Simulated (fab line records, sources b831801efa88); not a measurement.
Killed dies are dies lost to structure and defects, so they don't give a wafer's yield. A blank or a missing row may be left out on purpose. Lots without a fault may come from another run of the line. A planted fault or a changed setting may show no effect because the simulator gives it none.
A struck lot beside a sound one | flow sky130 | 29 steps out of a route of 708
Sound: wafers L326.1, L326.3, L326.6. Struck: wafers L338.1, L338.4, L338.5. The cause comes at the end.
At each step with rows: each side's tool, then ch and its chambers, then its first start. Under that, the readings that differ: sound wafers | struck wafers | difference of the means | sigmas: that difference in standard deviations of wafers without a fault.
alike: readings whose means differ by less than 2 such deviations, and words and numbers that are the same on both sides. not compared: withheld readings, readings that some wafer has no value for, bounds like >300 that may hide the same value, and numbers for which the record gives no deviation and whose values overlap.
The two part at a step that has a row with sigmas, a row that says differs or no value, or rows on one side only. Numbers that don't overlap but have no deviation are shown without sigmas and don't part them. A reading that every wafer of one side lacks parts them only if that side has two wafers or more.

SKY_SD_N_OVL_MEAS_08:
  sound on overlay-01, day 29 08:04; struck on overlay-02, day 32 05:22
  alike: SD_N_OVL
then, 2 steps without rows for these wafers: SKY_SD_N_IMPLANT_09; SKY_SD_N_IMPLANT_10.
SKY_SD_N_STRIP_11: strips in O2/N2.
  sound on plasma_asher-02 ch 0,1, day 29 08:23; struck on plasma_asher-01 ch 0,1, day 32 05:43
  reading                     | sound       | struck      | difference | sigmas
  drypump_motor_current_A (A) | 4.8 5.4 4.8 | 6.3 6.1 6.3 | +1.2       | +2
  alike: n2_flow_sccm, oes_product_au, strip_time_to_endpoint_s
  not compared: rf_hours_counter_h
SKY_SD_N_TW_MEAS_12:
  sound on film_metro-02, day 29 08:29; struck on film_metro-02, day 32 05:49
  alike: SD_N_TW
then, 1 step without rows for these wafers: SKY_SD_N_CLEAN_13 (cleans in SC1/SC2, time 150 s).
SKY_SD_N_RTA_14: time 2 s.
  sound on rtp_anneal-01 ch 0, day 29 08:36; struck on rtp_anneal-02 ch 0, day 32 05:55
  alike: chamber_o2_ppm, lamp_power_pct, wafer_temp_C_max
SKY_SD_N_RS_MEAS_16: measures by four-point-probe.
  sound on film_metro-04, day 29 08:46; struck on film_metro-03, day 32 06:05
  alike: SD_N_RS
SKY_SD_N_RS_MEAS_17: measures by four-point-probe.
  sound on film_metro-04, day 29 08:53; struck on film_metro-03, day 32 06:13
  alike: SD_P_RS
SKY_SD_N_RS_MEAS_18: measures by four-point-probe.
  sound on film_metro-04, day 29 09:01; struck on film_metro-03, day 32 06:20
  alike: RES_XHIGH_RS
then, 1 step without rows for these wafers: SKY_SALICIDE_CLEAN_00 (cleans in HF-last, time 30 s).
SKY_LI_CONTACT_HDPCVD_00: deposits PSG, target thk 930 nm, time 155 s.
  sound on hdpcvd-02 ch 1,2, day 29 09:09; struck on hdpcvd-02 ch 0,1,2, day 32 06:28
SKY_LI_CONTACT_THK_MEAS_01:
  sound on film_metro-03, day 29 09:15; struck on film_metro-02, day 32 06:34
  reading                    | sound       | struck      | difference | sigmas
  LI_CONTACT_HDPCVD_THK (nm) | 929 920 910 | 759 770 747 | -161       | -15
SKY_LI_CONTACT_CMP_02: polishes PSG.
  sound on cmp-01 ch 2,3, day 29 09:19; struck on cmp-02 ch 0,1, day 32 06:38
  alike: motor_current_A, slurry_flow_ml_min, time_to_endpoint_s
SKY_LI_CONTACT_BOW_MEAS_03:
  sound on film_metro-04, day 29 09:37; struck on film_metro-04, day 32 06:56
  alike: LI_CONTACT_BOW
then, 8 steps without rows for these wafers: SKY_LI_CONTACT_DEHYDRATE_04 (time 60 s); SKY_LI_CONTACT_HMDS_05 (prime time 60 s); SKY_LI_CONTACT_COAT_06 (resist thk 60 nm); SKY_LI_CONTACT_COAT_07 (resist thk 450 nm); SKY_LI_CONTACT_SOFTBAKE_08 (time 90 s); SKY_LI_CONTACT_EXPOSE_09 (exposes mask LICM1, target cd 170 nm); SKY_LI_CONTACT_PEB_10; SKY_LI_CONTACT_DEVELOP_11 (develop time 60 s).
SKY_LI_CONTACT_CD_MEAS_12: target cd 170 nm.
  sound on cd_sem-01, day 30 13:05; struck on cd_sem-02, day 33 09:53
  alike: cd_nm
SKY_LI_CONTACT_OVL_MEAS_13:
  sound on overlay-02, day 30 13:12; struck on overlay-02, day 33 10:00
  alike: LI_CONTACT_OVL
SKY_LI_CONTACT_ETCH_14: etches BARC in N2/H2, stops on SiO2, time 45.9 s, target depth 60 nm.
  sound on rie_diel-02 ch 1,3, day 30 13:14; struck on rie_diel-03 ch 0,1, day 33 10:02
  alike: drypump_motor_current_A, n2_flow_sccm, oes_product_au, throttle_valve_pct
  not compared: rf_hours_counter_h
SKY_LI_CONTACT_ETCH_15: etches PSG in C4F8/O2/Ar, stops on Si, target depth 600 nm.
  sound on rie_diel-02 ch 1,3, day 30 13:17; struck on rie_diel-03 ch 0,1, day 33 10:05
  reading               | sound             | struck            | difference | sigmas
  oes_product_au (a.u.) | 0.842 0.837 0.837 | 0.703 0.720 0.709 | -0.128     | -28
SKY_LI_CONTACT_STRIP_16: strips in O2/N2.
  sound on plasma_asher-04 ch 0,1, day 30 13:22; struck on plasma_asher-03 ch 0, day 33 10:10
  reading                      | sound             | struck            | difference | sigmas
  strip_time_to_endpoint_s (s) | 3.508 3.519 3.518 | 3.451 3.485 3.435 | -0.058     | -2
  alike: drypump_motor_current_A, n2_flow_sccm, oes_product_au
  not compared: rf_hours_counter_h
SKY_PAD_OPEN_PROBE_99:
  the record has rows for the sound wafers here (prober-01, day 47 05:18) and none for the struck ones

WHERE THEY PART
First at SKY_SD_N_STRIP_11; last, within this record, at SKY_PAD_OPEN_PROBE_99.

WHY: what the simulator had put in
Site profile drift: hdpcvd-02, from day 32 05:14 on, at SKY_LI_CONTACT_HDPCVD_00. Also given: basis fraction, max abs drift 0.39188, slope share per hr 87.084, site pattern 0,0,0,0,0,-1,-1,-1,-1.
